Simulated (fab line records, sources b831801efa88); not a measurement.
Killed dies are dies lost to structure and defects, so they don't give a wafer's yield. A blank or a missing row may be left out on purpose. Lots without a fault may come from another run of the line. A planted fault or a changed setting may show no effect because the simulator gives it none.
Which tool did it? | flow sky130 | 10 lots, 30 wafers sampled, at 4 steps of a route of 708

WHAT THE GAUGES READ, wafer by wafer
SKY_VT_ADJUST_NCORE_CD_MEAS_07: target cd 380 nm.
lot  | measured     | on        | cd_nm (nm)
L309 | day 8 20:14  | cd_sem-02 | 383.0 381.3 380.6
L310 | day 8 22:22  | cd_sem-02 | 378.8 378.0 377.3
L312 | day 9 10:41  | cd_sem-01 | 377.8 379.4 377.6
L314 | day 9 23:38  | cd_sem-02 | 407.6 406.8 408.2
L315 | day 10 07:29 | cd_sem-01 | 408.1 408.6 408.7
L316 | day 10 14:53 | cd_sem-02 | 405.3 407.2 408.5
L320 | day 11 20:53 | cd_sem-02 | 394.9 395.3 394.3
L324 | day 13 00:26 | cd_sem-01 | 379.1 380.1 379.3
L325 | day 13 06:15 | cd_sem-01 | 379.6 381.1 380.9
L328 | day 14 09:50 | cd_sem-02 | 382.2 381.4 381.6

WHICH TOOL RAN EACH LOT (tool, then ch and the chambers of the sampled wafers, then the start)
lot  | SKY_VT_ADJUST_HVTP_STRIP_10          | SKY_VT_ADJUST_LVTN_STRIP_09          | SKY_VT_ADJUST_NCORE_EXPOSE_04
L309 | plasma_asher-01 ch 0,1, day 6 08:29  | plasma_asher-03 ch 0,1, day 7 03:52  | iline_stepper-01 ch 0, day 8 09:46
L310 | plasma_asher-02 ch 0,1, day 6 10:24  | plasma_asher-03 ch 0,1, day 7 05:40  | iline_stepper-01 ch 0, day 8 12:24
L312 | plasma_asher-04 ch 0,1, day 6 20:36  | plasma_asher-02 ch 0, day 7 16:31    | iline_stepper-02 ch 0, day 8 23:25
L314 | plasma_asher-02 ch 0,1, day 7 07:56  | plasma_asher-01 ch 0,1, day 8 04:27  | iline_stepper-02 ch 0, day 9 12:56
L315 | plasma_asher-01 ch 0,1, day 7 15:05  | plasma_asher-03 ch 0,1, day 8 11:58  | iline_stepper-02 ch 0, day 9 20:26
L316 | plasma_asher-04 ch 0,1, day 7 22:51  | plasma_asher-02 ch 0,1, day 8 19:49  | iline_stepper-02 ch 0, day 10 03:26
L320 | plasma_asher-01 ch 0,1, day 9 00:04  | plasma_asher-01 ch 0,1, day 9 22:36  | iline_stepper-02 ch 0, day 11 08:55
L324 | plasma_asher-01 ch 0,1, day 10 00:59 | plasma_asher-03 ch 0,1, day 10 23:43 | iline_stepper-01 ch 0, day 12 12:24
L325 | plasma_asher-01 ch 0,1, day 10 06:14 | plasma_asher-02 ch 0,1, day 11 05:04 | iline_stepper-01 ch 0, day 12 17:45
L328 | plasma_asher-04 ch 0,1, day 11 07:38 | plasma_asher-01 ch 0,1, day 12 07:21 | iline_stepper-01 ch 0, day 13 21:56
- SKY_VT_ADJUST_HVTP_STRIP_10: strips in O2/N2.
- SKY_VT_ADJUST_LVTN_STRIP_09: strips in O2/N2.
- SKY_VT_ADJUST_NCORE_EXPOSE_04: exposes mask LVTN COMPLEMENT THIN, target cd 380 nm.

WHAT THE TOOLS THEMSELVES READ (means of the sampled wafers that have a number; where no wafer has one, the mark that the record gives instead)
SKY_VT_ADJUST_HVTP_STRIP_10.
lot  | tool            | drypump_motor_current_A (A) | n2_flow_sccm (sccm) | oes_product_au (a.u.) | strip_time_to_endpoint_s (s)
L309 | plasma_asher-01 | 6.1                         | 298.6               | 0.719                 | 14.20
L310 | plasma_asher-02 | 5.4                         | 299.8               | 0.713                 | 14.14
L312 | plasma_asher-04 | 5.1                         | 300.4               | 0.718                 | 14.21
L314 | plasma_asher-02 | 5.7                         | 299.4               | 0.715                 | 14.25
L315 | plasma_asher-01 | 5.9                         | 299.8               | 0.717                 | 14.19
L316 | plasma_asher-04 | 5.1                         | 299.3               | 0.716                 | 14.25
L320 | plasma_asher-01 | 6.1                         | 300.0               | 0.717                 | 14.16
L324 | plasma_asher-01 | 5.8                         | 299.9               | 0.713                 | 14.20
L325 | plasma_asher-01 | 6.1                         | 299.7               | 0.717                 | 14.16
L328 | plasma_asher-04 | 5.1                         | 300.2               | 0.714                 | 14.10

SKY_VT_ADJUST_LVTN_STRIP_09.
lot  | tool            | drypump_motor_current_A (A) | n2_flow_sccm (sccm) | oes_product_au (a.u.) | strip_time_to_endpoint_s (s)
L309 | plasma_asher-03 | 5.5                         | 300.2               | 0.720                 | 36.80
L310 | plasma_asher-03 | 5.5                         | 299.9               | 0.720                 | 36.96
L312 | plasma_asher-02 | 5.0                         | 299.9               | 0.718                 | 36.92
L314 | plasma_asher-01 | 5.9                         | 299.7               | 0.724                 | 36.85
L315 | plasma_asher-03 | 5.8                         | 299.6               | 0.722                 | 36.96
L316 | plasma_asher-02 | 5.4                         | 299.2               | 0.722                 | 37.02
L320 | plasma_asher-01 | 6.1                         | 300.2               | 0.728                 | 36.99
L324 | plasma_asher-03 | 5.8                         | 300.1               | 0.722                 | 36.82
L325 | plasma_asher-02 | 5.7                         | 299.4               | 0.721                 | 36.97
L328 | plasma_asher-01 | 5.9                         | 299.7               | 0.721                 | 36.86

SKY_VT_ADJUST_NCORE_EXPOSE_04.
lot  | tool             | exposure_dose_mJ_cm2
L309 | iline_stepper-01 | 138.1
L310 | iline_stepper-01 | 138.0
L312 | iline_stepper-02 | 139.4
L314 | iline_stepper-02 | 154.0
L315 | iline_stepper-02 | 154.3
L316 | iline_stepper-02 | 151.4
L320 | iline_stepper-02 | 147.3
L324 | iline_stepper-01 | 138.3
L325 | iline_stepper-01 | 138.1
L328 | iline_stepper-01 | 138.2

THE ANSWER, worked out from the rows above alone
Rule: what is usual is taken from the lots themselves. Put in order of their means at a reading, lots are off if they are a third of the lots or fewer, leave a main group of 4 or more, and stand apart from it by a gap of 3 or more times the standard deviation of the main group's means; of several such gaps the widest counts. A main group whose means are all the same, to the digits that the tables above print for the reading, isn't used. A lot without any number at a reading at which 4 lots or more have one is off too. The other lots that the step has rows for count as sound. The gauges are gone through in route order, then the tools' own readings, and for those a lot's mean is taken as printed above. The first step at which some lot is off is used, and at that step the reading that is off furthest; a lot without a number counts as furthest.
No lot is off at any reading shown: from this, nothing can be told.

WHAT THE SIMULATOR HAD PUT IN
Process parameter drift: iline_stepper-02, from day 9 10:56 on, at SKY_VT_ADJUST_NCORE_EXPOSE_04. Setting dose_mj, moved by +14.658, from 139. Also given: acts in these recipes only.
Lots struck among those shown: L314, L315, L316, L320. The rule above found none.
